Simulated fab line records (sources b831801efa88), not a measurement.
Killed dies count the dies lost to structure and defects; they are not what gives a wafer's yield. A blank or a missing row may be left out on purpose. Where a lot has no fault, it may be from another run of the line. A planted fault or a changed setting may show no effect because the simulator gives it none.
fab line records + flow sky130
record:
- lots: 13
- wafers: 39
- last-day: 50
route steps=708 shown FIELD_ISO@28 NWELL@82 VT_ADJUST_LVTN@116 VT_ADJUST_HVTR@139
lots untouched by any fault: they come from a run of this same line in which no faults occurred
start-h: the number of hours between the record's first day and the start of the first shown wafer of the lot + wait-h: hours elapsed since this lot's preceding step + " the same as in the row above + L1.1+2: a single row standing in for several wafers + - value missing, or start not given + * or withheld: withheld + < > ~ a bound
route shown NAME@n: names a module that has steps shown in the file, with the first one's number in the route + usual: mean/standard deviation of fault-free wafers + same: alike in all rows + chamber/n: place in a boat + sites: each site's reading + _std_site: standard deviation of those values + _edge_site: inner sites' mean taken away from outer sites' mean + radius-mm: how far each site lies from the wafer's centre + mask NAME#n: copy n + behind: the last tool/chamber to shape the wafer + hold: reason for holding the lot/hours on hold/outcome of the hold + device: names the non-switching transistor (n, p or np) + end of line: tests run on the same wafers once the route is complete + where a step has no rows: the recipe by itself + killed: dies lost to structure and defects at the first sort, not the wafer's yield + map: dies across one wafer; x = killed, . = not, _ = none there
set.NAME: the setting that was run; set.NAME@STEP: the one run at that earlier step + model.NAME: the simulator's own value behind a step, which no gauge read
steps of the route over a sample of lots; a table a step, a row a wafer
services: from which hour (start-h, from the record's first day; less than 0 if before it) a tool's chamber was out of use, for how many hours, and why
== steps ==
step: SKY_FIELD_ISO_CMP_27
recipe:
- stop-on: Si3N4
- t-overpolish-s: 16
- down-force-psi: 4
- platen-rpm: 60
- target-thk-nm: 457.8
- pad-velocity-m-s: 0.94248
usual:
- edge-zone-pressure-frac: 1.001/0.005
- motor-current-A: 11.7/1.2
- overpolish-run-s: 16.002/0.0093
- retaining-ring-pressure-frac: 1.000/0.005
- time-to-endpoint-s: 115/3.9
| lot.wafer | tool   | chamber | start-h | wait-h | edge-zone-pressure-frac | motor-current-A | overpolish-run-s | retaining-ring-pressure-frac | time-to-endpoint-s |
|-----------|--------|---------|---------|--------|-------------------------|-----------------|------------------|------------------------------|--------------------|
| L581.2    | cmp-02 | 0       | 36.72   | 0.1    | 1.003                   | 10.8            | 15.999           | 0.989                        | 114                |
| L581.3    | "      | 1       | "       | "      | 1.010                   | 11.1            | 15.997           | 0.996                        | 112                |
| L581.5    | "      | 3       | "       | "      | 1.004                   | 11.9            | 16.003           | 0.993                        | 117                |
| L583.4    | cmp-02 | 1       | 45.70   | 0.0    | 1.002                   | 11.5            | 15.997           | 1.003                        | 112                |
| L583.3    | "      | 2       | "       | "      | 1.002                   | 12.0            | 16.025           | 0.999                        | 114                |
| L583.2    | "      | 0       | "       | "      | 1.001                   | 10.2            | 16.005           | 1.006                        | 107                |
| L584.1    | cmp-01 | 1       | 50.92   | 0.1    | 1.012                   | 12.6            | 16.005           | 1.010                        | 117                |
| L584.4    | "      | 3       | "       | "      | 1.007                   | 13.4            | 16.009           | 1.005                        | 114                |
| L584.5    | "      | 0       | "       | "      | 1.002                   | 10.2            | 15.991           | 1.008                        | 115                |
| L585.1    | cmp-02 | 3       | 56.14   | 0.0    | 1.007                   | 11.3            | 15.978           | 0.993                        | 113                |
| L585.4    | "      | 0       | "       | "      | 1.002                   | 9.8             | 16.007           | 1.006                        | 115                |
| L585.2    | "      | 1       | "       | "      | 0.996                   | 11.7            | 16.006           | 1.004                        | 114                |
| L586.2    | cmp-02 | 0       | 66.03   | 0.0    | 0.992                   | 10.4            | 15.985           | 1.006                        | 108                |
| L586.1    | "      | 3       | "       | "      | 0.999                   | 11.4            | 16.001           | 0.996                        | 112                |
| L586.5    | "      | 0       | "       | "      | 1.009                   | 10.5            | 16.007           | 1.003                        | 111                |
| L590.2    | cmp-01 | 2       | 81.49   | 0.1    | 1.002                   | 11.5            | 16.010           | 1.006                        | 119                |
| L590.1    | "      | 3       | "       | "      | 1.003                   | 13.4            | 16.004           | 1.005                        | 115                |
| L590.6    | "      | 2       | "       | "      | 1.004                   | 11.1            | 15.998           | 1.006                        | 117                |
| L592.1    | cmp-02 | 3       | 96.43   | 0.3    | 0.991                   | 12.2            | 16.012           | 0.992                        | 117                |
| L592.2    | "      | 0       | "       | "      | 1.003                   | 10.4            | 16.002           | 0.998                        | 109                |
| L592.6    | "      | 2       | "       | "      | 1.001                   | 13.3            | 15.987           | 1.006                        | 119                |
| L593.4    | cmp-01 | 3       | 97.05   | 0.0    | 1.005                   | 14.0            | 16.004           | 1.003                        | 113                |
| L593.3    | "      | 2       | "       | "      | 1.006                   | 11.5            | 16.001           | 1.001                        | 116                |
| L593.5    | "      | 0       | "       | "      | 1.001                   | 10.3            | 15.984           | 1.002                        | 109                |
| L594.1    | cmp-01 | 3       | 101.74  | 0.4    | 1.002                   | 14.0            | 15.992           | 0.989                        | 109                |
| L594.3    | "      | 0       | "       | "      | 1.000                   | 10.5            | 16.002           | 0.993                        | 109                |
| L594.5    | "      | 2       | "       | "      | 1.005                   | 10.5            | 15.990           | 0.994                        | 110                |
| L596.1    | cmp-01 | 3       | 111.51  | 0.0    | 0.997                   | 13.6            | 15.999           | 1.000                        | 114                |
| L596.2    | "      | 2       | "       | "      | 1.005                   | 11.1            | 16.006           | 1.007                        | 120                |
| L596.6    | "      | 3       | "       | "      | 0.997                   | 13.6            | 16.002           | 0.998                        | 117                |
| L599.3    | cmp-02 | 0       | 129.97  | 0.0    | 1.005                   | 10.6            | 16.001           | 1.007                        | 110                |
| L599.2    | "      | 2       | "       | "      | 0.991                   | 13.1            | 16.002           | 1.004                        | 115                |
| L599.5    | "      | 1       | "       | "      | 1.004                   | 11.6            | 16.007           | 1.003                        | 107                |
| L600.4    | cmp-01 | 1       | 135.91  | 0.1    | 0.999                   | 13.0            | 16.007           | 0.998                        | 121                |
| L600.5    | "      | 2       | "       | "      | 1.002                   | 11.0            | 16.002           | 0.994                        | 120                |
| L600.6    | "      | 3       | "       | "      | 0.999                   | 13.2            | 16.006           | 1.002                        | 117                |
| L604.1    | cmp-01 | 3       | 154.25  | 0.1    | 0.996                   | 13.4            | 16.015           | 1.000                        | 119                |
| L604.2    | "      | 0       | "       | "      | 1.002                   | 10.7            | 15.996           | 0.998                        | 118                |
| L604.6    | "      | 3       | "       | "      | 1.002                   | 14.2            | 15.997           | 0.994                        | 115                |
step: SKY_NWELL_RS_MEAS_29
recipe:
- thk-meas-gauge: four-point-probe
usual:
- NWELL_RS: 624.4/1.7
| lot.wafer | tool          | chamber | start-h | wait-h | NWELL_RS[ohm/sq] |
|-----------|---------------|---------|---------|--------|------------------|
| L581.2    | film-metro-02 | -       | 105.78  | 0.1    | 625.7            |
| L581.3    | "             | -       | "       | "      | 627.2            |
| L581.5    | "             | -       | "       | "      | 627.0            |
| L583.2    | film-metro-03 | -       | 116.65  | 0.1    | 623.2            |
| L583.3    | "             | -       | "       | "      | 623.5            |
| L583.4    | "             | -       | "       | "      | 624.4            |
| L584.1    | film-metro-04 | -       | 123.08  | 0.1    | 626.8            |
| L584.4    | "             | -       | "       | "      | 626.4            |
| L584.5    | "             | -       | "       | "      | 625.9            |
| L585.1    | film-metro-02 | -       | 127.71  | 0.1    | 625.5            |
| L585.2    | "             | -       | "       | "      | 627.7            |
| L585.4    | "             | -       | "       | "      | 625.9            |
| L586.1    | film-metro-04 | -       | 141.96  | 0.1    | 623.8            |
| L586.2    | "             | -       | "       | "      | 622.4            |
| L586.5    | "             | -       | "       | "      | 624.2            |
| L590.1    | film-metro-02 | -       | 161.61  | 0.1    | 623.8            |
| L590.2    | "             | -       | "       | "      | 623.5            |
| L590.6    | "             | -       | "       | "      | 624.4            |
| L592.1    | film-metro-04 | -       | 176.98  | 0.1    | 627.8            |
| L592.2    | "             | -       | "       | "      | 623.9            |
| L592.6    | "             | -       | "       | "      | 624.2            |
| L593.3    | film-metro-03 | -       | 177.84  | 0.1    | 625.6            |
| L593.4    | "             | -       | "       | "      | 623.8            |
| L593.5    | "             | -       | "       | "      | 623.0            |
| L594.1    | film-metro-03 | -       | 184.18  | 0.1    | 620.1            |
| L594.3    | "             | -       | "       | "      | 623.2            |
| L594.5    | "             | -       | "       | "      | 622.5            |
| L596.1    | film-metro-02 | -       | 193.67  | 0.1    | 625.4            |
| L596.2    | "             | -       | "       | "      | 625.2            |
| L596.6    | "             | -       | "       | "      | 624.2            |
| L599.2    | film-metro-02 | -       | 217.15  | 0.1    | 626.0            |
| L599.3    | "             | -       | "       | "      | 624.0            |
| L599.5    | "             | -       | "       | "      | 621.3            |
| L600.4    | film-metro-02 | -       | 221.27  | 0.1    | 626.0            |
| L600.5    | "             | -       | "       | "      | 625.0            |
| L600.6    | "             | -       | "       | "      | 624.5            |
| L604.1    | film-metro-02 | -       | 245.12  | 0.1    | 623.8            |
| L604.2    | "             | -       | "       | "      | 624.7            |
| L604.6    | "             | -       | "       | "      | 624.5            |
step: SKY_VT_ADJUST_LVTN_IMPLANT_19
recipe:
- species: B
- energy-kev: 30
- dose-cm2: 6.5e+11
- tilt-deg: withheld
| lot.wafer  | tool         | chamber | start-h | wait-h |
|------------|--------------|---------|---------|--------|
| L581.2+3+5 | implanter-01 | 0       | 164.29  | 0.0    |
| L583.2+3+4 | implanter-03 | 0       | 176.37  | 0.0    |
| L584.1+4+5 | implanter-04 | 0       | 184.02  | 0.0    |
| L585.1+2+4 | implanter-03 | 0       | 187.96  | 0.0    |
| L586.1+2+5 | implanter-01 | 0       | 203.19  | 0.0    |
| L590.1+2+6 | implanter-04 | 0       | 225.89  | 0.0    |
| L592.1+2+6 | implanter-03 | 0       | 243.25  | 0.0    |
| L592.1+2+6 | implanter-03 | 0       | 243.57  | 0.3    |
| L593.3+4+5 | implanter-01 | 0       | 243.60  | 0.1    |
| L594.1+3+5 | implanter-04 | 0       | 251.07  | 0.0    |
| L594.1+3+5 | implanter-04 | 0       | 251.38  | 0.3    |
| L596.1+2+6 | implanter-04 | 0       | 262.19  | 0.0    |
| L599.2+3+5 | implanter-01 | 0       | 287.49  | 0.0    |
| L599.2+3+5 | implanter-01 | 0       | 287.81  | 0.3    |
| L600.4+5+6 | implanter-01 | 0       | 293.33  | 0.1    |
| L604.1+2+6 | implanter-04 | 0       | 319.45  | 0.0    |
step: SKY_VT_ADJUST_LVTN_TW_MEAS_21
usual:
- VT_ADJUST_LVTN_2_TW: 187.9/2.2
| lot.wafer | tool          | chamber | start-h | wait-h | VT_ADJUST_LVTN_2_TW |
|-----------|---------------|---------|---------|--------|---------------------|
| L581.2    | film-metro-02 | -       | 164.53  | 0.1    | 185.8               |
| L581.3    | "             | -       | "       | "      | 186.2               |
| L581.5    | "             | -       | "       | "      | 185.4               |
| L583.2    | film-metro-01 | -       | 176.60  | 0.1    | 190.2               |
| L583.3    | "             | -       | "       | "      | 190.4               |
| L583.4    | "             | -       | "       | "      | 190.6               |
| L584.1    | film-metro-02 | -       | 184.27  | 0.1    | 186.4               |
| L584.4    | "             | -       | "       | "      | 184.4               |
| L584.5    | "             | -       | "       | "      | 186.5               |
| L585.1    | film-metro-01 | -       | 188.21  | 0.1    | 189.9               |
| L585.2    | "             | -       | "       | "      | 190.2               |
| L585.4    | "             | -       | "       | "      | 190.4               |
| L586.1    | film-metro-01 | -       | 203.44  | 0.1    | 189.5               |
| L586.2    | "             | -       | "       | "      | 190.2               |
| L586.5    | "             | -       | "       | "      | 189.6               |
| L590.1    | film-metro-02 | -       | 226.14  | 0.1    | 187.7               |
| L590.2    | "             | -       | "       | "      | 187.7               |
| L590.6    | "             | -       | "       | "      | 187.4               |
| L592.1    | film-metro-02 | -       | 243.82  | 0.1    | 224.3               |
| L592.2    | "             | -       | "       | "      | 225.3               |
| L592.6    | "             | -       | "       | "      | 224.4               |
| L592.1    | film-metro-02 | -       | 244.05  | 0.2    | 224.7               |
| L592.2    | "             | -       | "       | "      | 225.2               |
| L592.6    | "             | -       | "       | "      | 225.9               |
| L593.3    | film-metro-04 | -       | 243.82  | 0.1    | 188.2               |
| L593.4    | "             | -       | "       | "      | 187.9               |
| L593.5    | "             | -       | "       | "      | 188.7               |
| L594.1    | film-metro-02 | -       | 251.63  | 0.1    | 224.7               |
| L594.3    | "             | -       | "       | "      | 226.4               |
| L594.5    | "             | -       | "       | "      | 224.5               |
| L594.1    | film-metro-02 | -       | 251.86  | 0.2    | 225.2               |
| L594.3    | "             | -       | "       | "      | 226.3               |
| L594.5    | "             | -       | "       | "      | 226.5               |
| L596.1    | film-metro-04 | -       | 262.44  | 0.1    | 189.1               |
| L596.2    | "             | -       | "       | "      | 188.8               |
| L596.6    | "             | -       | "       | "      | 189.0               |
| L599.2    | film-metro-01 | -       | 288.04  | 0.1    | 232.3               |
| L599.3    | "             | -       | "       | "      | 232.8               |
| L599.5    | "             | -       | "       | "      | 232.4               |
| L599.2    | film-metro-01 | -       | 288.27  | 0.2    | 232.5               |
| L599.3    | "             | -       | "       | "      | 232.3               |
| L599.5    | "             | -       | "       | "      | 232.9               |
| L600.4    | film-metro-02 | -       | 293.53  | 0.1    | 187.3               |
| L600.5    | "             | -       | "       | "      | 186.5               |
| L600.6    | "             | -       | "       | "      | 185.6               |
| L604.1    | film-metro-01 | -       | 319.70  | 0.1    | 190.2               |
| L604.2    | "             | -       | "       | "      | 190.0               |
| L604.6    | "             | -       | "       | "      | 190.8               |
step: SKY_VT_ADJUST_HVTR_OVL_MEAS_08
usual:
- VT_ADJUST_HVTR_OVL: 0.1/1.6
| lot.wafer | tool       | chamber | start-h | wait-h | VT_ADJUST_HVTR_OVL[nm] |
|-----------|------------|---------|---------|--------|------------------------|
| L581.2    | overlay-01 | -       | 206.81  | 0.1    | -0.7                   |
| L581.3    | "          | -       | "       | "      | -0.8                   |
| L581.5    | "          | -       | "       | "      | -2.3                   |
| L583.2    | overlay-02 | -       | 219.54  | 0.1    | 2.2                    |
| L583.3    | "          | -       | "       | "      | 1.5                    |
| L583.4    | "          | -       | "       | "      | -1.1                   |
| L584.1    | overlay-02 | -       | 226.94  | 0.1    | 0.5                    |
| L584.4    | "          | -       | "       | "      | 1.3                    |
| L584.5    | "          | -       | "       | "      | -0.3                   |
| L585.1    | overlay-02 | -       | 232.08  | 0.1    | 1.1                    |
| L585.2    | "          | -       | "       | "      | 0.9                    |
| L585.4    | "          | -       | "       | "      | -0.1                   |
| L586.1    | overlay-02 | -       | 248.70  | 0.1    | 1.7                    |
| L586.2    | "          | -       | "       | "      | 0.7                    |
| L586.5    | "          | -       | "       | "      | 1.2                    |
| L590.1    | overlay-02 | -       | 272.60  | 0.1    | -1.9                   |
| L590.2    | "          | -       | "       | "      | -2.3                   |
| L590.6    | "          | -       | "       | "      | -2.2                   |
| L592.1    | overlay-02 | -       | 291.20  | 0.1    | 1.4                    |
| L592.2    | "          | -       | "       | "      | 2.8                    |
| L592.6    | "          | -       | "       | "      | 0.7                    |
| L593.3    | overlay-02 | -       | 292.40  | 0.1    | -0.2                   |
| L593.4    | "          | -       | "       | "      | -0.2                   |
| L593.5    | "          | -       | "       | "      | -1.0                   |
| L594.1    | overlay-02 | -       | 299.64  | 0.1    | 3.0                    |
| L594.3    | "          | -       | "       | "      | 1.6                    |
| L594.5    | "          | -       | "       | "      | 2.6                    |
| L596.1    | overlay-01 | -       | 311.62  | 0.1    | -2.2                   |
| L596.2    | "          | -       | "       | "      | 0.4                    |
| L596.6    | "          | -       | "       | "      | -1.3                   |
| L599.2    | overlay-01 | -       | 339.63  | 0.1    | -2.0                   |
| L599.3    | "          | -       | "       | "      | -0.6                   |
| L599.5    | "          | -       | "       | "      | 0.1                    |
| L600.4    | overlay-02 | -       | 346.40  | 0.1    | 1.9                    |
| L600.5    | "          | -       | "       | "      | 2.5                    |
| L600.6    | "          | -       | "       | "      | 3.2                    |
| L604.1    | overlay-02 | -       | 374.40  | 0.1    | 2.2                    |
| L604.2    | "          | -       | "       | "      | 2.7                    |
| L604.6    | "          | -       | "       | "      | 0.8                    |
== services ==
| tool         | chamber | start-h | hours | kind   |
|--------------|---------|---------|-------|--------|
| cmp-02       | -       | 16.89   | 1.2   | repair |
| implanter-03 | -       | 29.36   | 6.4   | repair |
| implanter-01 | -       | 42.34   | 2.2   | pm     |
| cmp-01       | -       | 49.22   | 1.3   | repair |
| cmp-02       | -       | 89.09   | 7.2   | pm     |
| cmp-02       | -       | 98.54   | 4.0   | pm     |
| implanter-03 | -       | 104.58  | 1.8   | repair |
| cmp-01       | -       | 116.05  | 4.9   | pm     |
| cmp-01       | -       | 142.21  | 4.2   | repair |
| cmp-01       | -       | 148.70  | 4.8   | repair |
| cmp-02       | -       | 151.50  | 0.4   | repair |
| cmp-02       | -       | 156.39  | 8.5   | pm     |
| cmp-01       | -       | 166.90  | 7.6   | pm     |
| implanter-04 | -       | 169.18  | 3.0   | repair |
| cmp-01       | -       | 186.25  | 1.0   | repair |
| implanter-04 | -       | 196.62  | 3.9   | repair |
| cmp-02       | -       | 220.74  | 3.7   | repair |
| cmp-02       | -       | 228.25  | 3.7   | repair |
| cmp-01       | -       | 232.00  | 4.0   | pm     |
| cmp-01       | -       | 259.20  | 0.5   | repair |
| cmp-02       | -       | 261.54  | 1.5   | repair |
| implanter-04 | -       | 279.72  | 2.3   | pm     |
| cmp-02       | -       | 291.68  | 1.4   | repair |
| cmp-02       | -       | 317.33  | 1.3   | repair |
== key ==
first-sign:
- step: SKY_VT_ADJUST_LVTN_IMPLANT_19
- reading: visit
- direction: added
effect:
- step: SKY_VT_ADJUST_LVTN_TW_MEAS_21
- reading: visit
- direction: added
effect:
- step: SKY_VT_ADJUST_LVTN_TW_MEAS_21
- reading: VT_ADJUST_LVTN_2_TW
- direction: up
- sigmas: 18
- usual: 187.9
- struck: 227.5
met-at SKY_VT_ADJUST_LVTN_IMPLANT_19
struck-lots L592,L594,L599
tester-left-out L592,L594,L599
not-acting-at SKY_FIELD_ISO_CMP_27,SKY_NWELL_RS_MEAS_29,SKY_VT_ADJUST_HVTR_OVL_MEAS_08
fault:
- kind: repeated-step-whole
- tool: implanter-01,implanter-03,implanter-04
- chamber: -
- onset-h: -
- steps: SKY_VT_ADJUST_LVTN_IMPLANT_19
- times: 1
- scope: struck-lots-only
tester-left-out: of these lots the tester's yield and bins aren't shown, on N5 and GAA mostly nor the transistor test; their killed dies are dies lost to structure and defects alone, not to doping, threshold or leakage, so they don't give the yield
